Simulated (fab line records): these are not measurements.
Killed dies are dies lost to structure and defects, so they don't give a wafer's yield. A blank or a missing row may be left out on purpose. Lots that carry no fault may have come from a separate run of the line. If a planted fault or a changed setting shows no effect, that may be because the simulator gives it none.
A lot that was struck, set against a sound lot	flow gf180mcu	15 steps out of a route of 602
Sound: wafers L319.1, L319.3, L319.5. Struck: wafers L320.1, L320.4, L320.5. The cause is given at the end.
For every step that has rows: the tool of each side, followed by ch and its chambers, followed by its first start. Under that, the readings that differ: sound wafers	struck wafers	difference of the means	sigmas: that difference in standard deviations of wafers without a fault.
alike: words and numbers the same on both sides, and readings whose means are apart by under 2 such deviations; not compared: readings that were withheld, readings missing a value for some wafer, numbers with overlapping values and no deviation given by the record, and bounds like >300 which may hide the same value.
Wherever a step has rows on one side only, a row that says differs or no value, or a row with sigmas, the two part there. Numbers that don't overlap but have no deviation are shown without sigmas and don't part them. Lack of a reading on every wafer of one side parts them only where that side has two or more wafers.

GF_SAB_ETCH_11: etches SiO2 in C4F8/O2/Ar, target depth 55 nm, time 8.5 s.
  sound on rie-diel-03 ch 0,1,3, day 17 17:55; struck on rie-diel-04 ch 1,2,3, day 17 21:08
  alike: oes-product-au
  not compared: rf-hours-counter-h
then, 1 step without rows for these wafers: GF_SAB_WET_ETCH_12 (etches SiO2 in dHF, target depth 22 nm, time 440 s).
GF_SAB_STRIP_13: strips in O2/N2.
  sound on plasma-asher-04 ch 0,1, day 17 18:04; struck on plasma-asher-01 ch 0,1, day 17 21:17
  alike: drypump-motor-current-A, heater-power-w, oes-product-au, strip-time-to-endpoint-s
  not compared: rf-hours-counter-h
then, 2 steps without rows for these wafers: GF_SALICIDE_CLEAN_00 (cleans in SC1/SC2, time 150 s); GF_SALICIDE_WET_ETCH_01 (etches SiO2 in dHF, target depth 5 nm, time 100 s).
GF_SALICIDE_SPUTTER_02: material Co, target thk 10 nm, time 20 s.
  struck on pvd-sputter-04, day 17 21:28; sound on pvd-sputter-01, day 17 18:15
  alike: throttle-valve-pct
GF_SALICIDE_SPUTTER_03: material TiN, target thk 20 nm, time 16.7 s.
  struck on pvd-sputter-04, day 17 21:30; sound on pvd-sputter-01, day 17 18:16
  alike: throttle-valve-pct
GF_SALICIDE_RS_MEAS_04: uses a four-point probe to measure.
  struck on film-metro-01, day 17 21:31; sound on film-metro-02, day 17 18:19
  alike: SALICIDE_TIN_RS
GF_SALICIDE_THK_MEAS_05: measures by xrf.
  struck on film-metro-01, day 17 21:38; sound on film-metro-02, day 17 18:26
  alike: SALICIDE_TIN_THK
then, 2 steps without rows for these wafers: GF_SALICIDE_RTA_06 (time 30 s); GF_SALICIDE_WET_ETCH_07 (etches the open film in SPM, target depth 120 nm).
GF_SALICIDE_RTA_08: time 30 s.
  sound on rtp-anneal-02 ch 0, day 17 18:42; struck on rtp-anneal-02 ch 0, day 17 21:54
  alike: chamber-o2-ppm, lamp-power-pct, wafer_temp_C_max
GF_CONTACT_CVD_00: deposits SiO2, target thk 300 nm, time 50 s.
  sound on hdpcvd-01 ch 0,1,2, day 17 18:48; struck on hdpcvd-02 ch 1,2, day 17 22:00
reading	sound	struck	difference	sigmas
sih4-flow-sccm (sccm)	59.97 60.16 59.65	89.93 89.66 89.97	+29.93	+99 or more
model.SiO2_of_CONTACT_CVD_00.thk-nm (nm)	302.6 301.1 299.9	444 454.4 448.1	+148	
  alike: pressure-mtorr
GF_CONTACT_THK_MEAS_01:
  struck on film-metro-04, day 17 22:16; sound on film-metro-04, day 17 18:50
reading	sound	struck	difference	sigmas
CONTACT_CVD_00_THK (nm)	302.7 300.8 299.6	443.7 454.6 448.0	+147.7	+53
  not compared: hold
GF_PASSIVATION_PROBE_99:
  the record has rows for the sound wafers here (prober-01, day 31 08:08) and none for the struck ones

== WHERE THEY PART ==
At GF_CONTACT_CVD_00 first; at GF_PASSIVATION_PROBE_99 last (within this record only).

WHY: what the simulator had put in
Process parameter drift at GF_CONTACT_CVD_00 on hdpcvd-02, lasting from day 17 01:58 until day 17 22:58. From 60, the setting sih4-flow-sccm moved by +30. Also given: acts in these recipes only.
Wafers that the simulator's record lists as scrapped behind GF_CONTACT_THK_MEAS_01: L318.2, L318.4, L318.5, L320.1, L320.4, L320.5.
